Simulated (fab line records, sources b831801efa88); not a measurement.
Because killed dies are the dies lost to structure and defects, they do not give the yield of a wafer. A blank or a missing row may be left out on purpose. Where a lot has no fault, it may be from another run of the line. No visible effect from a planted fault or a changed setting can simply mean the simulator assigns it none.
Comparing a struck lot with a sound one	flow gf180mcu	14 out of 602 route steps
Sound: these wafers, L631.1, L631.5, L631.6. Wafers struck: L640.1, L640.3, L640.6. The cause is named last.
Each step with rows lists, per side, the tool, then ch with its chambers, then its first start. Under that, the readings that differ: sound wafers	struck wafers	difference of the means	sigmas: that difference in standard deviations of wafers without a fault.
alike: readings whose means differ by less than 2 such deviations, and words and numbers that are the same on both sides. not compared: withheld readings, readings that some wafer has no value for, bounds like >300 that may hide the same value, and numbers for which the record gives no deviation and whose values overlap.
The two part at a step that has a row with sigmas, a row that says differs or no value, or rows on one side only. When numbers do not overlap yet have no deviation, they are printed without sigmas and do not part them. Lack of a reading on every wafer of one side parts them only where that side has two or more wafers.

first, 2 steps without rows for these wafers: GF_M2_PEB_12 (peb time 90 s); GF_M2_DEVELOP_13 (develop time 60 s).
GF_M2_CD_MEAS_14: the cd target is 280 nm.
  struck on cd-sem-02, day 23 19:20; sound on cd-sem-02, day 20 16:25
  alike: cd-nm
GF_M2_OVL_MEAS_15:
  struck on overlay-01, day 23 19:28; sound on overlay-02, day 20 16:32
  alike: M2_OVL
GF_M2_METAL_ETCH_16: etches the open film in Cl2/BCl3, stops on SiO2, target depth 750.8 nm, time 125.1 s.
  sound on rie-metal-01 ch 0,1, day 20 16:35; struck on rie-metal-03 ch 0,1, day 23 19:29
  alike: bias-w, drypump-motor-current-A, oes-product-au, throttle-valve-pct
  not compared: rf-hours-counter-h
GF_M2_STRIP_17: strips in O2/N2.
  sound on plasma-asher-04 ch 0,1, day 20 16:43; struck on plasma-asher-01 ch 0,1, day 23 19:37
  alike: drypump-motor-current-A, heater-power-w, oes-product-au, strip-time-to-endpoint-s
  not compared: rf-hours-counter-h
then, 3 steps without rows for these wafers: GF_M2_STRIP_18 (strips in post etch residue remover, time 1200 s); GF_M2_CLEAN_19 (cleans in DIW); GF_V2_CVD_00 (deposits SiO2, target thk 600 nm, time 100 s).
GF_V2_THK_MEAS_01:
  struck on film-metro-02, day 23 20:14; sound on film-metro-03, day 20 17:19
  alike: V2_CVD_00_THK
GF_V2_CVD_02: deposits SiO2 from TEOS, target thk 850 nm, time 94.851 s.
  sound on pecvd-04 ch 1,2, day 20 17:22; struck on pecvd-04 ch 0,2, day 23 20:17
  alike: heater-power-outer-w, heater-power-w
GF_V2_THK_MEAS_03:
  struck on film-metro-04, day 23 20:22; sound on film-metro-02, day 20 17:26
  alike: V2_CVD_02_THK
GF_V2_CMP_04: polishes SiO2.
  sound on cmp-01 ch 0,1,2, day 20 17:39; struck on cmp-02 ch 0,1,3, day 23 20:28
  no value came back on the struck wafers for edge-zone-pressure-frac, head-pressure-psi (psi), motor-current-A (A), time-to-endpoint-s (s); on the sound wafers edge-zone-pressure-frac reads 1.000 0.996 1.012
reading	sound	struck	difference	sigmas
model.SiO2_of_V2_CVD_02.thk-nm (nm)	631.1 631.7 631.9	844.4 836.9 849.4	+212.0	
GF_V2_BOW_MEAS_05:
  struck on film-metro-02, day 23 21:00; sound on film-metro-03, day 20 17:48
reading	sound	struck	difference	sigmas
V2_BOW (um)	97 83 100	- - -	no value on the struck wafers	
  not compared: hold

== WHERE THEY PART ==
Earliest at GF_V2_CMP_04; latest, in this record, at GF_V2_BOW_MEAS_05.

WHY: whatever the simulator had introduced
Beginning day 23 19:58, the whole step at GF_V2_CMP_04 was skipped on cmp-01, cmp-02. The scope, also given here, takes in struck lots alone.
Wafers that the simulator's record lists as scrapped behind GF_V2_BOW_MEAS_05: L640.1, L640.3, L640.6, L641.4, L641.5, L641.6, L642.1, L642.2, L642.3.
